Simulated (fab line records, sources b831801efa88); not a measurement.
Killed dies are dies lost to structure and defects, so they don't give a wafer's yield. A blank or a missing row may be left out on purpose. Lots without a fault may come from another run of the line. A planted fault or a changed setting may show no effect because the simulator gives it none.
fab line records | flow sky130
record lots=12 wafers=36 last_day=50
route steps=708 shown VIA2@530 CAPM@537 PAD_OPEN@708
lots that met no fault: from a run of the same line without faults
start_h: hours from the record's first day to the start of the lot's first wafer shown | wait_h: hours since the lot's step before | " the same as in the row above | L1.1+2: a row that stands for several wafers | - no value, or no start given | * or withheld: withheld | < > ~ a bound
route shown NAME@n: a module of which the file shows steps, and the number in the route of the first | usual: mean/standard deviation of fault-free wafers | same: alike in all rows | chamber/n: place in a boat | sites: the reading at each site | _std_site: their standard deviation | _edge_site: outer sites' mean less inner sites' | radius_mm: how far each site lies from the wafer's centre | mask NAME#n: copy n | behind: the tool/chamber that last shaped the wafer | hold: why the lot was held/for how many hours/how that ended | device: the transistor (n, p or np) that didn't switch | end of line: the same wafers' tests at the end of the route | a step without rows: its recipe alone | killed: dies lost to structure and defects at the first sort, not the wafer's yield | map: a wafer's dies, x killed, . not, _ none there
set.NAME: the setting as run; set.NAME@STEP: as run at that earlier step | model.NAME: the simulator's own value behind a step, which no gauge read
steps of the route over a sample of lots; a table a step, a row a wafer
services: from which hour (start_h, from the record's first day; less than 0 if before it) a tool's chamber was out of use, for how many hours, and why
## steps
# step SKY_VIA2_THK_MEAS_23
# recipe thk_meas_gauge=xrf reads=W_of_VIA2_CVD_21
# usual VIA2_W_THK=419/5.9
# columns lot.wafer tool chamber start_h wait_h VIA2_W_THK[nm]
L676.1 film_metro-03 - 870.94 0.1 436
L676.3 " - " " 433
L676.4 " - " " 432
L681.2 film_metro-04 - 901.31 0.1 412
L681.5 " - " " 417
L681.6 " - " " 411
L684.2 film_metro-04 - 931.93 0.1 423
L684.4 " - " " 416
L684.6 " - " " 417
L686.2 film_metro-04 - 940.55 0.1 423
L686.3 " - " " 425
L686.6 " - " " 421
L688.1 film_metro-03 - 953.65 0.1 412
L688.4 " - " " 414
L688.5 " - " " 420
L690.1 film_metro-02 - 969.32 0.1 425
L690.3 " - " " 422
L690.6 " - " " 431
L692.1 film_metro-02 - 984.00 0.1 424
L692.2 " - " " 424
L692.6 " - " " 420
L693.2 film_metro-04 - 986.97 0.1 419
L693.3 " - " " 416
L693.4 " - " " 420
L694.1 film_metro-03 - 996.26 0.1 425
L694.3 " - " " 426
L694.6 " - " " 417
L695.1 film_metro-03 - 1000.01 0.1 428
L695.4 " - " " 419
L695.5 " - " " 427
L696.2 film_metro-02 - 1004.23 0.1 425
L696.5 " - " " 421
L696.6 " - " " 422
L697.3 film_metro-03 - 1024.61 0.1 425
L697.4 " - " " 422
L697.5 " - " " 420
# step SKY_VIA2_CMP_24
# recipe stop_on=SiO2 t_overpolish_s=20 down_force_psi=3.5 platen_rpm=60 target_thk_nm=0 pad_velocity_m_s=0.94248
# usual motor_current_A=11.2/0.88 overpolish_run_s=20.001/0.0093 time_to_endpoint_s=102.2/3
# columns lot.wafer tool chamber start_h wait_h motor_current_A overpolish_run_s time_to_endpoint_s
L676.3 cmp-02 3 871.20 0.2 11.4 20.000 103.5
L676.1 " 0 " " 9.9 19.996 106.0
L676.4 " 2 " " 11.9 19.991 105.7
L681.2 cmp-02 3 901.41 0.1 11.1 20.029 105.0
L681.5 " 2 " " 12.0 19.980 105.5
L681.6 " 3 " " 11.3 20.001 105.4
L684.4 cmp-01 1 932.03 0.1 12.6 19.981 103.1
L684.2 " 3 " " 11.6 19.974 103.7
L684.6 " 0 " " 10.9 20.005 103.0
L686.2 cmp-01 0 940.60 0.0 11.0 20.002 99.7
L686.3 " 2 " " 10.0 20.000 101.8
L686.6 " 1 " " 11.7 19.988 97.3
L688.1 cmp-01 3 953.71 0.1 11.4 20.010 96.1
L688.4 " 0 " " 10.6 20.000 97.0
L688.5 " 0 " " 11.1 20.005 96.4
L690.1 cmp-02 1 969.43 0.1 11.2 19.995 107.0
L690.3 " 2 " " 12.2 20.006 107.8
L690.6 " 1 " " 11.7 20.003 106.5
L692.1 cmp-02 0 984.22 0.2 9.5 20.008 99.6
L692.2 " 2 " " 12.2 20.006 98.9
L692.6 " 0 " " 9.7 20.002 99.9
L693.2 cmp-02 1 987.02 0.0 11.3 20.003 101.1
L693.4 " 3 " " 11.5 19.987 96.6
L693.3 " 0 " " 9.7 20.003 95.3
L694.1 cmp-02 3 996.32 0.1 11.4 19.994 104.2
L694.3 " 2 " " 12.0 20.019 106.7
L694.6 " 0 " " 10.2 20.017 102.6
L695.1 cmp-01 2 1000.17 0.1 10.4 20.000 104.4
L695.4 " 3 " " 11.2 20.005 101.7
L695.5 " 1 " " 12.0 19.998 98.6
L696.2 cmp-01 0 1004.38 0.1 10.2 19.988 104.3
L696.6 " 2 " " 10.4 20.002 104.3
L696.5 " 3 " " 11.9 19.991 98.9
L697.4 cmp-01 2 1024.70 0.1 10.0 20.001 100.0
L697.3 " 0 " " 10.7 19.992 97.3
L697.5 " 1 " " 11.7 20.008 98.4
# step SKY_CAPM_CVD_00
# recipe material=SiO2 target_thk_nm=15.5 temp_c=400 time_s=withheld rf_w=450
# usual heater_power_outer_w=432/69 heater_power_w=721/95 rf_fwd_power_W=441.8/2.2
# columns lot.wafer tool chamber start_h wait_h heater_power_outer_w heater_power_w rf_fwd_power_W
L676.1 pecvd-03 1 871.66 0.0 556 849 437.7
L676.3 " 0 " " 546 847 442.0
L676.4 " 1 " " 557 863 439.4
L681.2 pecvd-02 2 901.82 0.0 486 806 444.3
L681.5 " 2 " " 486 787 444.4
L681.6 " 0 " " 370 686 442.1
L684.2 pecvd-02 2 932.44 0.0 458 772 448.1
L684.4 " 2 " " 479 784 449.4
L684.6 " 1 " " 427 702 366.9
L686.2 pecvd-03 0 941.06 0.0 549 833 442.5
L686.3 " 0 " " 555 817 440.7
L686.6 " 0 " " 534 829 442.2
L688.1 pecvd-01 0 954.17 0.0 491 852 438.5
L688.4 " 0 " " 506 846 440.6
L688.5 " 2 " " 386 669 442.6
L690.1 pecvd-01 0 969.83 0.0 452 774 438.0
L690.3 " 1 " " 380 661 443.7
L690.6 " 1 " " 383 664 442.4
L692.1 pecvd-03 1 984.62 0.0 540 841 439.6
L692.2 " 2 " " 297 531 438.7
L692.6 " 0 " " 508 827 443.1
L693.2 pecvd-01 2 987.47 0.0 382 661 442.5
L693.3 " 0 " " 457 804 439.1
L693.4 " 2 " " 387 668 441.5
L694.1 pecvd-01 0 996.78 0.0 447 759 439.6
L694.3 " 2 " " 422 717 441.4
L694.6 " 1 " " 383 675 442.9
L695.1 pecvd-01 1 1000.52 0.0 341 631 443.2
L695.4 " 0 " " 479 808 439.8
L695.5 " 2 " " 369 651 443.1
L696.2 pecvd-01 1 1004.74 0.0 431 719 445.6
L696.5 " 1 " " 440 744 444.1
L696.6 " 0 " " 453 794 439.8
L697.3 pecvd-01 2 1025.10 0.0 436 726 444.6
L697.4 " 2 " " 450 761 442.8
L697.5 " 1 " " 439 753 443.7
# step SKY_CAPM_OVL_MEAS_12
# usual CAPM_OVL=1.2/1.4
# columns lot.wafer tool chamber start_h wait_h CAPM_OVL[nm]
L676.1 overlay-02 - 897.74 0.1 2.3
L676.3 " - " " 2.4
L676.4 " - " " 0.9
L681.2 overlay-02 - 925.89 0.1 0.4
L681.5 " - " " 0.6
L681.6 " - " " -0.2
L684.2 overlay-02 - 956.83 0.1 2.9
L684.4 " - " " 1.8
L684.6 " - " " 4.7
L686.2 overlay-02 - 965.09 0.1 -0.1
L686.3 " - " " -0.3
L686.6 " - " " -0.3
L688.1 overlay-02 - 977.59 0.1 2.6
L688.4 " - " " 1.9
L688.5 " - " " 1.1
L690.1 overlay-02 - 993.22 0.1 -0.6
L690.3 " - " " 1.5
L690.6 " - " " 2.2
L692.1 overlay-01 - 1007.99 0.1 1.2
L692.2 " - " " 0.7
L692.6 " - " " 1.5
L693.2 overlay-02 - 1011.28 0.1 -0.4
L693.3 " - " " 0.7
L693.4 " - " " -0.5
L694.1 overlay-02 - 1020.57 0.1 -1.3
L694.3 " - " " -0.1
L694.6 " - " " -0.6
L695.1 overlay-02 - 1024.03 0.1 -0.5
L695.4 " - " " -0.5
L695.5 " - " " 0.8
L696.2 overlay-01 - 1027.53 0.1 -1.0
L696.5 " - " " -0.3
L696.6 " - " " 0.5
L697.3 overlay-02 - 1047.84 0.1 0.0
L697.4 " - " " 0.2
L697.5 " - " " 0.1
# step SKY_PAD_OPEN_PROBE_99
# usual defect_limited_yield=82.7/2.1 killed_at_M0_to_M3=43/7.2 killed_at_M4_up=3.0/1.7 killed_at_contacts=24/5.3 killed_at_front_end=15/4.6 killed_at_other=0.3/0.5 killed_dies=85/10 killed_open=46/7.2 killed_short=39/6.4 sort_bin_3_pad_short=0.9/0.42 sort_bin_5_function=10.2/1.6 sort_bin_6_memory=6.2/1 sort_n_pass=407/10 sort_yield_pct=82.7/2.1
# same gross_dies=492 killed_at_back_side=0 sort_bin_4_leakage[%]=0 sort_bin_8_speed[%]=0
# columns lot.wafer tool chamber start_h wait_h defect_limited_yield[%] killed_at_M0_to_M3 killed_at_M4_up killed_at_contacts killed_at_front_end killed_at_other killed_dies killed_open killed_short sort_bin_3_pad_short[%] sort_bin_5_function[%] sort_bin_6_memory[%] sort_n_pass sort_yield_pct[%]
L681.2 prober-01 - 1115.71 0.1 81.3 35 6 30 20 1 92 51 41 0.8 11.2 6.7 400 81.3
L681.5 prober-01 - 1115.86 0.2 85.0 36 1 20 16 1 74 36 38 1.4 7.3 6.3 418 85.0
L681.6 prober-01 - 1115.91 0.2 84.6 41 5 13 17 0 76 42 34 0.8 8.3 6.3 416 84.6
L688.1 prober-02 - 1157.24 0.1 83.3 34 3 24 20 1 82 46 36 0.4 10.4 5.9 410 83.3
L688.4 prober-02 - 1157.39 0.2 81.5 52 5 20 14 0 91 46 45 1.0 9.1 8.3 401 81.5
L688.5 prober-02 - 1157.44 0.2 85.2 47 1 13 11 1 73 38 35 0.8 8.1 5.9 419 85.2
L690.1 prober-02 - 1169.58 0.1 81.9 43 2 38 6 0 89 53 36 1.2 10.2 6.7 403 81.9
L690.3 prober-02 - 1169.68 0.2 85.6 32 3 25 11 0 71 39 32 0.4 8.5 5.5 421 85.6
L690.6 prober-02 - 1169.83 0.2 87.0 37 1 19 7 0 64 38 26 0.2 7.5 5.3 428 87.0
L693.2 prober-01 - 1183.55 0.1 83.9 41 1 19 18 0 79 45 34 1.0 7.9 7.1 413 83.9
L693.3 prober-01 - 1183.60 0.2 86.4 34 2 21 10 0 67 38 29 0.6 8.1 4.9 425 86.4
L693.4 prober-01 - 1183.65 0.2 85.4 36 4 19 13 0 72 33 39 1.0 8.5 5.1 420 85.4
L694.1 prober-02 - 1188.30 0.1 81.1 53 3 24 13 0 93 45 48 0.8 12.4 5.7 399 81.1
L694.3 prober-02 - 1188.40 0.2 77.8 57 5 25 22 0 109 58 51 0.8 12.6 8.7 383 77.8
L694.6 prober-02 - 1188.55 0.2 82.7 46 2 18 19 0 85 48 37 0.6 11.6 5.1 407 82.7
# killed by level:class
L681.2 FIELD_ISO:geometric_particle:open=11 LI_CONTACT:geometric_particle:open=10 CONTACT:geometric_particle:open=7 VIA1:geometric_particle:open=6 VIA3:geometric_particle:short=6 LOCAL_INTERCONNECT:geometric_particle:short=5 FIELD_ISO:geometric_particle:short=4 LI_CONTACT:geometric_particle:short=4
L681.5 VIA1:geometric_particle:open=8 METAL3:geometric_particle:short=7 FIELD_ISO:geometric_particle:short=6 LI_CONTACT:geometric_particle:open=5 CONTACT:geometric_particle:short=5 CONTACT:geometric_particle:open=5 VIA2:geometric_particle:open=4 VIA3:geometric_particle:open=4
L681.6 VIA3:geometric_particle:open=11 VIA1:geometric_particle:open=8 LI_CONTACT:geometric_particle:open=6 METAL1:geometric_particle:short=6 FIELD_ISO:geometric_particle:open=4 VIA1:geometric_particle:short=4 VIA3:geometric_particle:short=4 METAL4:geometric_particle:short=4
L688.1 CONTACT:geometric_particle:open=13 VIA3:geometric_particle:open=7 METAL2:geometric_particle:short=7 FIELD_ISO:geometric_particle:short=6 VIA2:geometric_particle:open=6 VIA1:geometric_particle:open=6 POLY_GATE:geometric_particle:short=5 FIELD_ISO:geometric_particle:open=4
L688.4 VIA1:geometric_particle:open=10 CONTACT:geometric_particle:open=8 METAL2:geometric_particle:short=8 VIA2:geometric_particle:open=8 VIA3:geometric_particle:open=6 VIA3:geometric_particle:short=5 METAL4:geometric_particle:short=5 VIA2:geometric_particle:short=5
L688.5 VIA1:geometric_particle:open=9 VIA2:geometric_particle:open=8 VIA3:geometric_particle:open=7 VIA2:geometric_particle:short=5 METAL1:geometric_particle:short=4 LI_CONTACT:geometric_particle:open=4 CONTACT:geometric_particle:open=4 METAL2:geometric_particle:short=4
L690.1 CONTACT:geometric_particle:open=12 VIA1:geometric_particle:open=10 LI_CONTACT:geometric_particle:open=9 CONTACT:geometric_particle:short=8 LOCAL_INTERCONNECT:geometric_particle:short=7 VIA2:geometric_particle:open=7 METAL1:geometric_particle:short=6 VIA3:geometric_particle:open=5
L690.3 CONTACT:geometric_particle:open=10 VIA3:geometric_particle:open=8 METAL1:geometric_particle:short=7 METAL2:geometric_particle:short=6 LI_CONTACT:geometric_particle:open=5 CONTACT:geometric_particle:short=5 VIA1:geometric_particle:open=4 LOCAL_INTERCONNECT:geometric_particle:open=3
L690.6 VIA1:geometric_particle:open=10 CONTACT:geometric_particle:open=9 METAL2:geometric_particle:short=6 LI_CONTACT:geometric_particle:open=5 VIA2:geometric_particle:short=5 VIA2:geometric_particle:open=5 LOCAL_INTERCONNECT:geometric_particle:short=3 VIA1:geometric_particle:short=3
L693.2 CONTACT:geometric_particle:open=9 FIELD_ISO:geometric_particle:short=8 VIA3:geometric_particle:open=8 VIA1:geometric_particle:open=8 VIA2:geometric_particle:open=7 FIELD_ISO:geometric_particle:open=6 CONTACT:geometric_particle:short=6 METAL1:geometric_particle:short=5
L693.3 LI_CONTACT:geometric_particle:open=8 VIA1:geometric_particle:open=7 CONTACT:geometric_particle:open=6 VIA3:geometric_particle:open=6 POLY_GATE:geometric_particle:short=4 LOCAL_INTERCONNECT:geometric_particle:short=4 METAL1:geometric_particle:short=4 METAL2:geometric_particle:short=4
L693.4 VIA1:geometric_particle:open=13 LOCAL_INTERCONNECT:geometric_particle:short=6 METAL2:geometric_particle:short=6 POLY_GATE:geometric_particle:open=4 LI_CONTACT:geometric_particle:open=4 METAL1:geometric_particle:short=4 VIA1:geometric_particle:short=4 VIA3:geometric_particle:open=4
L694.1 VIA1:geometric_particle:short=12 VIA1:geometric_particle:open=10 CONTACT:geometric_particle:open=7 POLY_GATE:geometric_particle:open=5 LI_CONTACT:geometric_particle:open=5 VIA2:geometric_particle:open=5 VIA3:geometric_particle:open=4 LOCAL_INTERCONNECT:geometric_particle:short=4
L694.3 VIA1:geometric_particle:open=17 VIA1:geometric_particle:short=11 LI_CONTACT:geometric_particle:open=9 CONTACT:geometric_particle:open=8 METAL1:geometric_particle:short=7 FIELD_ISO:geometric_particle:open=6 VIA3:geometric_particle:open=6 FIELD_ISO:geometric_particle:short=5
L694.6 METAL2:geometric_particle:short=9 VIA2:geometric_particle:open=9 CONTACT:geometric_particle:open=7 VIA1:geometric_particle:open=6 VIA3:geometric_particle:open=6 POLY_GATE:geometric_particle:short=5 FIELD_ISO:geometric_particle:short=4 POLY_GATE:geometric_particle:open=4
## services
# columns tool chamber start_h hours kind
cmp-01 - 851.03 0.9 repair
cmp-01 - 857.49 1.8 repair
cmp-01 - 862.21 9.2 pm
pecvd-01 2 876.40 2.1 scheduled_down
cmp-02 - 907.78 4.9 pm
cmp-01 - 915.72 4.0 pm
cmp-01 - 919.72 - consumable_replace:conditioner
cmp-01 - 919.72 - consumable_replace:pad
cmp-01 - 922.85 0.3 repair
pecvd-01 1 927.08 5.5 scheduled_down
pecvd-03 1 934.04 8.8 repair
pecvd-02 1 936.67 2.4 repair
cmp-02 - 938.69 9.6 repair
cmp-01 - 948.49 2.1 repair
cmp-01 - 957.59 0.3 repair
cmp-01 - 965.11 3.5 repair
pecvd-03 - 968.31 1.1 repair
pecvd-01 0 976.37 5.5 scheduled_down
cmp-02 - 977.60 4.2 pm
pecvd-02 2 985.87 6.4 repair
pecvd-02 1 993.10 15.0 repair
pecvd-03 - 996.82 0.5 repair
pecvd-01 1 996.88 2.1 scheduled_down
cmp-02 - 997.06 0.7 repair
## key
first_sign step=SKY_CAPM_CVD_00 reading=rf_fwd_power_W direction=down sigmas=34 usual=441.8 struck=366.9
effect none on later readings
met_at SKY_CAPM_CVD_00
struck_lots L684
struck_wafers L684.6
not_acting_at SKY_VIA2_THK_MEAS_23,SKY_VIA2_CMP_24,SKY_CAPM_OVL_MEAS_12
fault kind=process_parameter_drift tool=pecvd-02 chamber=1 onset_h=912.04 steps=SKY_CAPM_CVD_00 channel=rf_w offset=-72 shape=step end_h=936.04 acts_in=these_recipes_only stated=450
